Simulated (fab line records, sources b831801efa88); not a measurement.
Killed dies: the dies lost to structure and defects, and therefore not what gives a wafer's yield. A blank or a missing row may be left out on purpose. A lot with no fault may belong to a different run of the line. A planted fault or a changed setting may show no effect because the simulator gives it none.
fab line records | flow sky130
record: lots: 13 wafers: 39 lastDay: 50
route steps=708 shown FIELD_ISO@18 METAL1@438 VIA1@460 VIA2@509
lots untouched by any fault: they come from a run of this same line in which no faults occurred
startH: hours from the record's first day to the start of the lot's first wafer shown | waitH: time in hours since the lot's previous step | " unchanged from the row above | L1.1+2: several wafers, shown together as one row | - value missing, or start not given | * or withheld: withheld | < > ~ a bound
route shown NAME@n: names a module that has steps shown in the file, with the first one's number in the route | usual: mean/standard deviation of fault-free wafers | same: alike in all rows | chamber/n: place in a boat | sites: the reading at each site | _std_site: standard deviation of those values | _edge_site: mean of outer sites minus mean of inner sites | radiusMm: how far each site lies from the wafer's centre | mask NAME#n: copy n | behind: the last tool/chamber to shape the wafer | hold: the reason the lot was held/the length of the hold in hours/how it ended | device: names the non-switching transistor (n, p or np) | end of line: at the end of the route, the tests of the same wafers | a step without rows: its recipe alone | killed: the dies lost at the first sort to structure and to defects; this is not the yield of the wafer | map: dies across one wafer; x = killed, . = not, _ = none there
set.NAME: the setting the step ran with; set.NAME@STEP: the setting that earlier step ran with | model.NAME: the simulator's own value behind a step, which no gauge read
one table for each step of the route and one row for each wafer, over a sample of lots
services: a tool's chamber out of use, with start hour (startH, from the record's first day; less than 0 if before it), hours out, and reason
== steps ==
step: SKY_FIELD_ISO_ETCH_17
recipe: targetDepthA: 3420 maskMaterial: Si3N4 chemistry: HBr/Cl2/O2 target: Si taperDeg: 5 icpW: 600 biasW: 150 pressureMtorr: 15 HBr_flow_sccm: 150 Cl2_flow_sccm: 40 O2_flow_sccm: 6 timeS: 97.7
usual: chamberPressureMTorr: 15.000/0.013 drypumpMotorCurrentA: 5.5/0.54 heBacksideLeakSccm: 2.85/0.27 oesProductAu: 1.006/0.0071 throttleValvePct: 25.653/0.0091
columns lot.wafer tool chamber startH waitH chamberPressureMTorr drypumpMotorCurrentA heBacksideLeakSccm oesProductAu rfHoursCounterH throttleValvePct
L970.2 rieSi-01 0 29.02 0.1 15.000 5.0 2.94 0.998 115 25.653
L970.3 " 3 " " 14.999 5.3 3.05 1.005 118 25.647
L970.6 " 3 " " 14.997 5.3 3.13 1.013 - 25.666
L971.3 rieSi-01 2 35.86 0.0 14.969 5.2 2.67 1.007 36 25.634
L971.5 " 3 " " 15.001 5.3 3.12 1.011 - 25.664
L971.6 " 0 " " 14.969 5.0 2.91 0.999 - 25.669
L972.1 rieSi-02 2 41.95 0.1 15.025 6.0 2.79 1.018 133 25.640
L972.3 " 0 " " 15.002 6.3 2.88 1.005 72 25.655
L972.4 " 3 " " 14.996 6.2 2.41 1.007 42 25.654
L973.2 rieSi-01 1 45.90 0.1 15.022 4.9 2.67 0.994 3 25.672
L973.4 " 2 " " 15.021 5.1 4.63 1.000 36 25.661
L973.6 " 0 " " 14.985 5.0 3.04 0.999 - 25.659
L975.2 rieSi-02 2 54.21 0.1 14.985 6.1 3.00 1.020 133 25.636
L975.3 " 3 " " 15.011 6.2 2.53 1.009 43 25.645
L975.6 " 2 " " 14.984 6.1 2.95 1.017 - 25.650
L976.2 rieSi-01 3 62.32 0.1 14.998 5.3 3.27 1.006 118 25.672
L976.3 " 2 " " 14.992 5.2 2.60 0.996 36 25.646
L976.4 " 0 " " 15.012 5.0 3.11 1.007 115 25.641
L977.2 rieSi-02 3 65.81 0.1 15.016 6.2 2.59 0.994 43 25.658
L977.3 " 0 " " 15.007 6.3 2.87 1.003 73 25.656
L977.6 " 0 " " 14.990 6.3 2.85 0.991 - 25.653
L979.2 rieSi-01 0 75.96 0.1 15.002 5.0 3.00 1.011 115 25.664
L979.3 " 2 " " 14.986 5.2 2.69 1.001 36 25.650
L979.4 " 3 " " 14.980 5.3 3.06 1.009 119 25.639
L980.1 rieSi-01 3 82.17 0.1 14.990 5.3 3.09 1.007 119 25.633
L980.4 " 0 " " 15.001 5.0 3.11 0.999 115 25.667
L980.5 " 3 " " 15.013 5.3 3.13 1.014 - 25.658
L987.2 rieSi-02 2 118.00 0.1 14.992 6.1 3.21 0.833 134 25.783
L987.4 " 1 " " 14.980 6.2 2.53 0.832 124 25.771
L987.6 " 1 " " 15.007 6.2 2.63 0.830 - 25.771
L988.2 rieSi-01 1 120.86 0.1 15.000 5.0 2.85 1.003 3 25.670
L988.4 " 3 " " 14.996 5.3 3.21 1.012 - 25.649
L988.6 " 1 " " 15.002 5.0 2.66 0.988 - 25.650
L989.1 rieSi-02 1 128.80 0.1 14.973 6.2 2.79 0.832 124 25.787
L989.5 " 0 " " 15.000 6.2 2.84 0.814 - 25.786
L989.6 " 3 " " 14.996 6.2 2.52 0.824 - 25.771
L992.1 rieSi-01 3 143.75 0.1 14.995 5.3 3.19 1.005 119 25.638
L992.3 " 0 " " 15.012 5.0 2.93 1.010 116 25.661
L992.4 " 1 " " 14.995 5.0 2.52 1.001 4 25.648
step: SKY_METAL1_SPUTTER_04
recipe: material: TiN targetThkNm: 70 powerW: 6500 timeS: 58.3 chamberPressurePa: 0.4
usual: throttleValvePct: 30.0/0.93
columns lot.wafer tool chamber startH waitH throttleValvePct
L970.2 pvdSputter-03 - 737.06 0.0 29.6
L970.3 " - " " 29.8
L970.6 " - " " 30.3
L971.3 pvdSputter-01 - 747.09 0.0 30.5
L971.5 " - " " 29.7
L971.6 " - " " 28.4
L972.1 pvdSputter-01 - 756.36 0.0 30.5
L972.3 " - " " 29.7
L972.4 " - " " 28.3
L973.2 pvdSputter-04 - 766.45 0.0 32.4
L973.4 " - " " 29.7
L973.6 " - " " 30.2
L975.2 pvdSputter-01 - 766.50 0.0 29.5
L975.3 " - " " 30.7
L975.6 " - " " 30.3
L977.2 pvdSputter-01 - 785.49 0.0 30.6
L977.3 " - " " 29.6
L977.6 " - " " 30.7
L976.2 pvdSputter-01 - 788.25 0.0 29.9
L976.3 " - " " 29.6
L976.4 " - " " 29.6
L979.2 pvdSputter-04 - 803.43 0.0 32.4
L979.3 " - " " 29.8
L979.4 " - " " 30.4
L980.1 pvdSputter-03 - 813.61 0.0 29.7
L980.4 " - " " 31.7
L980.5 " - " " 29.6
L987.2 pvdSputter-04 - 869.16 0.0 29.8
L987.4 " - " " 30.1
L987.6 " - " " 29.7
L988.2 pvdSputter-03 - 874.29 0.0 29.5
L988.4 " - " " 30.1
L988.6 " - " " 31.7
L989.1 pvdSputter-03 - 882.16 0.0 29.7
L989.5 " - " " 30.2
L989.6 " - " " 29.7
L992.1 pvdSputter-03 - 900.05 0.0 29.6
L992.3 " - " " 29.6
L992.4 " - " " 31.5
step: SKY_VIA1_CMP_02
recipe: material: SiO2 downForcePsi: 4 platenRpm: 60 padVelocityMS: 0.94248
usual: motorCurrentA: 11.6/0.77 platenRpm: 60.00/0.04
columns lot.wafer tool chamber startH waitH motorCurrentA platenRpm
L970.2 cmp-01 3 764.85 0.0 11.9 59.94
L970.3 " 1 " " 11.0 59.94
L970.6 " 3 " " 11.6 59.94
L971.3 cmp-02 1 774.85 0.1 12.1 59.97
L971.6 " 3 " " 10.5 59.94
L971.5 " 0 " " 11.0 59.91
L972.3 cmp-01 2 784.25 0.0 13.3 59.92
L972.1 " 3 " " 11.5 60.01
L972.4 " 0 " " 11.0 59.97
L973.4 cmp-01 3 793.23 0.1 11.9 60.05
L973.2 " 0 " " 10.8 59.98
L973.6 " 3 " " 11.6 60.08
L975.3 cmp-02 2 793.66 0.0 11.4 60.06
L975.2 " 3 " " 10.8 60.02
L975.6 " 2 " " 12.0 59.92
L977.2 cmp-02 2 813.51 0.0 11.4 59.98
L977.3 " 3 " " 11.1 60.02
L977.6 " 2 " " 12.1 60.01
L976.3 cmp-01 2 815.87 0.0 13.1 60.02
L976.2 " 3 " " 12.0 59.97
L976.4 " 1 " " 11.8 60.00
L979.3 cmp-02 3 831.15 0.1 10.9 59.98
L979.4 " 0 " " 10.8 60.01
L979.2 " 1 " " 12.7 60.00
L980.4 cmp-02 1 840.77 0.1 12.4 60.07
L980.1 " 3 " " 10.6 59.96
L980.5 " 0 " " 9.8 60.02
L987.2 cmp-01 2 895.00 0.0 12.9 59.89
L987.4 " 0 " " 10.9 60.08
L987.6 " 3 " " 11.8 59.96
L988.4 cmp-02 3 901.69 0.4 11.8 60.07
L988.2 " 0 " " 11.5 60.01
L988.6 " 3 " " 11.0 59.95
L989.1 cmp-02 2 908.99 0.2 11.2 60.02
L989.6 " 3 " " 10.8 59.96
L989.5 " 0 " " 10.7 59.99
L992.1 cmp-01 3 926.79 0.1 11.8 60.03
L992.3 " 0 " " 10.4 60.06
L992.4 " 1 " " 10.9 59.95
step: SKY_VIA2_CMP_02
recipe: material: SiO2 downForcePsi: 4 platenRpm: 60 padVelocityMS: 0.94248
usual: motorCurrentA: 11.6/0.77 platenRpm: 60.00/0.045
columns lot.wafer tool chamber startH waitH motorCurrentA platenRpm
L970.3 cmp-02 2 820.36 0.0 11.4 60.05
L970.2 " 0 " " 11.1 59.94
L970.6 " 2 " " 11.6 60.04
L971.3 cmp-01 2 829.37 0.1 13.5 59.96
L971.5 " 0 " " 11.1 60.05
L971.6 " 1 " " 11.3 60.01
L972.1 cmp-02 1 839.10 0.1 12.0 59.97
L972.4 " 3 " " 10.6 60.06
L972.3 " 0 " " 10.7 60.05
L973.2 cmp-02 1 848.08 0.1 12.0 60.00
L973.4 " 2 " " 11.7 59.95
L973.6 " 0 " " 11.3 59.95
L975.3 cmp-01 1 848.79 0.0 10.9 59.94
L975.2 " 0 " " 11.2 60.10
L975.6 " 2 " " 12.9 59.99
L977.2 cmp-01 3 868.51 0.1 12.0 59.93
L977.3 " 0 " " 10.7 59.90
L977.6 " 2 " " 12.5 59.92
L976.4 cmp-01 1 871.02 0.0 11.4 59.98
L976.3 " 2 " " 12.8 59.98
L976.2 " 3 " " 11.8 59.98
L979.3 cmp-02 1 886.09 0.0 12.7 59.98
L979.4 " 2 " " 12.1 60.03
L979.2 " 3 " " 11.2 60.03
L980.1 cmp-02 3 895.26 0.1 10.6 60.00
L980.4 " 0 " " 11.0 60.02
L980.5 " 1 " " 12.3 60.00
L987.4 cmp-02 2 949.01 0.0 11.9 59.96
L987.2 " 0 " " 10.8 60.00
L987.6 " 3 " " 11.3 59.99
L988.4 cmp-02 0 954.65 0.0 10.7 60.02
L988.2 " 3 " " 11.0 59.92
L988.6 " 1 " " 12.1 60.05
L989.1 cmp-02 0 962.28 0.1 11.0 60.07
L989.5 " 0 " " 10.6 59.97
L989.6 " 1 " " 12.7 59.95
L992.1 cmp-02 2 978.56 0.1 12.6 59.94
L992.3 " 0 " " 11.1 59.99
L992.4 " 1 " " 12.0 59.90
== services ==
columns tool chamber startH hours kind
cmp-02 - 9.19 6.1 pm
cmp-01 - 21.26 1.2 repair
cmp-02 - 64.15 4.0 pm
cmp-02 - 82.99 0.7 repair
cmp-01 - 100.21 3.7 repair
cmp-02 - 158.74 2.7 repair
cmp-02 - 193.28 0.6 repair
cmp-02 - 346.48 5.7 repair
cmp-02 - 377.95 5.9 pm
cmp-02 - 404.15 4.0 pm
cmp-02 - 404.79 0.8 repair
cmp-02 - 414.38 0.7 repair
cmp-02 - 421.16 3.6 repair
cmp-02 - 517.70 1.0 repair
cmp-02 - 523.78 7.1 pm
cmp-02 - 585.86 3.5 repair
cmp-02 - 633.30 3.9 repair
cmp-02 - 744.23 4.0 pm
cmp-02 - 748.23 5.8 pm
cmp-02 - 771.17 0.5 repair
cmp-02 - 782.75 1.2 repair
cmp-02 - 848.53 23.0 pm
cmp-02 - 922.67 2.3 repair
cmp-02 - 960.55 1.3 repair
== key ==
firstSign: step: SKY_FIELD_ISO_ETCH_17 reading: oesProductAu direction: down sigmas: 25 usual: 1.006 struck: 0.828
effect: step: SKY_FIELD_ISO_ETCH_17 reading: throttleValvePct direction: up sigmas: 14 usual: 25.653 struck: 25.778
metAt SKY_FIELD_ISO_ETCH_17
struckLots L987,L989
testerLeftOut L987,L989
notActingAt SKY_METAL1_SPUTTER_04,SKY_VIA1_CMP_02,SKY_VIA2_CMP_02
onsetBetween 65.81 118.00
fault: kind: processParameterDrift tool: rieSi-02 chamber: - onsetH: 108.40 steps: SKY_FIELD_ISO_ETCH_17 channel: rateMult offset: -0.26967 shape: step endH: 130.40
testerLeftOut: of these lots the tester's yield and bins aren't shown, on N5 and GAA mostly nor the transistor test; their killed dies are dies lost to structure and defects alone, not to doping, threshold or leakage, so they don't give the yield
